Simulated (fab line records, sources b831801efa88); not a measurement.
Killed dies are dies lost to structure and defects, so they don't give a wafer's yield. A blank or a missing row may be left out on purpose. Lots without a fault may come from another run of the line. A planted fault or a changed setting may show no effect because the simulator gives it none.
Which tool did it? | flow gf180mcu | 13 lots, 39 wafers sampled, at 3 steps of a route of 602

WHAT THE GAUGES READ, wafer by wafer
GF_STI_BOW_MEAS_00. Usual: INCOMING_BOW 1 um, standard deviation 6.8.
lot  | measured    | on            | INCOMING_BOW (um) | flag
L371 | day 1 15:00 | film_metro-02 | -1 -3 -2          |
L372 | day 1 20:00 | film_metro-02 | -6 7 7            |
L375 | day 2 11:00 | film_metro-04 | -9 19 4           |
L376 | day 2 16:02 | film_metro-02 | -7 5 7            |
L378 | day 3 02:01 | film_metro-03 | -1 0 -6           |
L379 | day 3 07:00 | film_metro-03 | 3 4 -8            |
L383 | day 4 03:00 | film_metro-02 | 11 9 4            |
L384 | day 4 08:01 | film_metro-02 | -9 -13 11         |
L385 | day 4 13:00 | film_metro-04 | 6 4 8             |
L388 | day 5 04:02 | film_metro-02 | 3 -6 -6           |
L390 | day 5 14:02 | film_metro-02 | 0 -3 7            |
L392 | day 6 00:04 | film_metro-02 | -5 1 2            |
L393 | day 6 05:02 | film_metro-04 | 0 -7 14           |

GF_VT_IMPLANT_OVL_MEAS_29. Usual: VT_IMPLANT_02_OVL 0.3 nm, standard deviation 1.6.
lot  | measured     | on         | VT_IMPLANT_02_OVL (nm) | flag
L371 | day 7 00:04  | overlay-01 | 0.3 -2.2 -2.6          |
L372 | day 7 09:43  | overlay-01 | -0.8 0.7 -1.3          |
L375 | day 8 04:28  | overlay-02 | -0.7 -0.1 -1.6         |
L376 | day 8 09:53  | overlay-01 | -2.0 0.7 0.1           |
L378 | day 9 09:16  | overlay-01 | -0.5 -1.0 -1.1         |
L379 | day 9 21:10  | overlay-01 | -1.1 3.1 0.5           |
L383 | day 10 18:37 | overlay-01 | 0.4 0.2 -0.6           |
L384 | day 10 22:23 | overlay-01 | 1.1 1.6 0.7            |
L385 | day 11 00:40 | overlay-02 | -1.6 3.5 2.5           |
L388 | day 11 18:17 | overlay-01 | -0.5 2.7 -1.5          |
L390 | day 12 10:22 | overlay-02 | -0.5 -1.3 -0.7         |
L392 | day 12 23:49 | overlay-02 | 3.0 0.5 3.2            |
L393 | day 13 06:35 | overlay-01 | -0.9 1.0 1.4           |

WHICH TOOL RAN EACH LOT (tool, then ch and the chambers of the sampled wafers, then the start)
lot  | GF_MVSD_STRIP_10
L371 | plasma_asher-04 ch 0, day 4 15:29
L372 | plasma_asher-03 ch 1, day 4 22:49
L375 | plasma_asher-02 ch 0,1, day 5 13:59
L376 | plasma_asher-02 ch 0,1, day 5 19:23
L378 | plasma_asher-03 ch 0,1, day 6 15:53
L379 | plasma_asher-03 ch 0,1, day 7 02:49
L383 | plasma_asher-02 ch 0,1, day 7 21:15
L384 | plasma_asher-02 ch 0,1, day 8 01:18
L385 | plasma_asher-04 ch 0,1, day 8 03:51
L388 | plasma_asher-03 ch 0,1, day 8 18:53
L390 | plasma_asher-04 ch 1, day 9 08:44
L392 | plasma_asher-04 ch 0, day 9 20:27
L393 | plasma_asher-03 ch 0,1, day 10 02:41
- GF_MVSD_STRIP_10: strips in O2/N2.

WHAT THE TOOLS THEMSELVES READ (means of the sampled wafers that have a number; where no wafer has one, the mark that the record gives instead)
GF_MVSD_STRIP_10. Usual: drypump_motor_current_A 5.4 A, standard deviation 0.71; heater_power_w 353 W, standard deviation 29; oes_product_au 0.722 a.u., standard deviation 0.0045; platen_temp_c 249.99 C, standard deviation 0.18; strip_time_to_endpoint_s 36.99 s, standard deviation 0.14.
lot  | tool            | drypump_motor_current_A (A) | heater_power_w (W) | oes_product_au (a.u.) | platen_temp_c (C) | strip_time_to_endpoint_s (s) | flag
L371 | plasma_asher-04 | 6.1                         | 390                | 0.719                 | 250.07            | 36.99                        |
L372 | plasma_asher-03 | 4.9                         | 319                | 0.720                 | 250.04            | 36.73                        |
L375 | plasma_asher-02 | 6.3                         | 334                | 0.719                 | 249.97            | 37.05                        |
L376 | plasma_asher-02 | 6.3                         | 335                | 0.717                 | 250.01            | 36.82                        |
L378 | plasma_asher-03 | 4.8                         | 347                | 0.720                 | 249.96            | 37.10                        |
L379 | plasma_asher-03 | 4.8                         | 334                | 0.725                 | 250.07            | 37.13                        |
L383 | plasma_asher-02 | 6.3                         | 340                | 0.722                 | 250.00            | 37.06                        |
L384 | plasma_asher-02 | 6.3                         | 339                | 0.944                 | 249.96            | -                            | OFF
L385 | plasma_asher-04 | 5.5                         | 402                | 0.722                 | 250.18            | 37.00                        |
L388 | plasma_asher-03 | 4.8                         | 334                | 0.725                 | 250.21            | 37.09                        |
L390 | plasma_asher-04 | 5.2                         | 406                | 0.724                 | 249.76            | 36.88                        |
L392 | plasma_asher-04 | 6.1                         | 390                | 0.722                 | 249.98            | 36.92                        |
L393 | plasma_asher-03 | 4.8                         | 348                | 0.718                 | 250.15            | 37.02                        |

THE ANSWER, worked out from the rows above alone
Rule: a lot is off if the mean of its wafers that have a number lies more than 3 standard deviations from the usual mean. A lot without any number at a reading at which 4 lots or more have one is off too. The other lots that the step has rows for count as sound. The gauges are gone through in route order, then the tools' own readings, and for those a lot's mean is taken as printed above. The first step at which some lot is off is used, and at that step the reading that is off furthest; a lot without a number counts as furthest.
Off: L384, at GF_MVSD_STRIP_10 (strip_time_to_endpoint_s). Without a number there: L384.
A tool fits if, at that step or a process step before it, it ran every lot that is off, and no sound lot after the first of them. One fits: plasma_asher-02 at GF_MVSD_STRIP_10. Its last sound lot is L383 (day 7 21:15), its first lot that is off L384 (day 8 01:18): a fault that began between those two fits.
The tool's own readings at GF_MVSD_STRIP_10 bear it out: on the lots that are off they differ by more than 5 times the standard deviation of the sound lots' means. oes_product_au reads 0.944 a.u. there against 0.721 a.u. on the sound lots.
Blank at GF_MVSD_STRIP_10 on the lots that are off, where sound lots have numbers: strip_time_to_endpoint_s.

WHAT THE SIMULATOR HAD PUT IN
Strip aborted: plasma_asher-02, from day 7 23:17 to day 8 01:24, at GF_MVSD_STRIP_10. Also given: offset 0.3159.
Lots struck among those shown: L384. The rule above found the same.
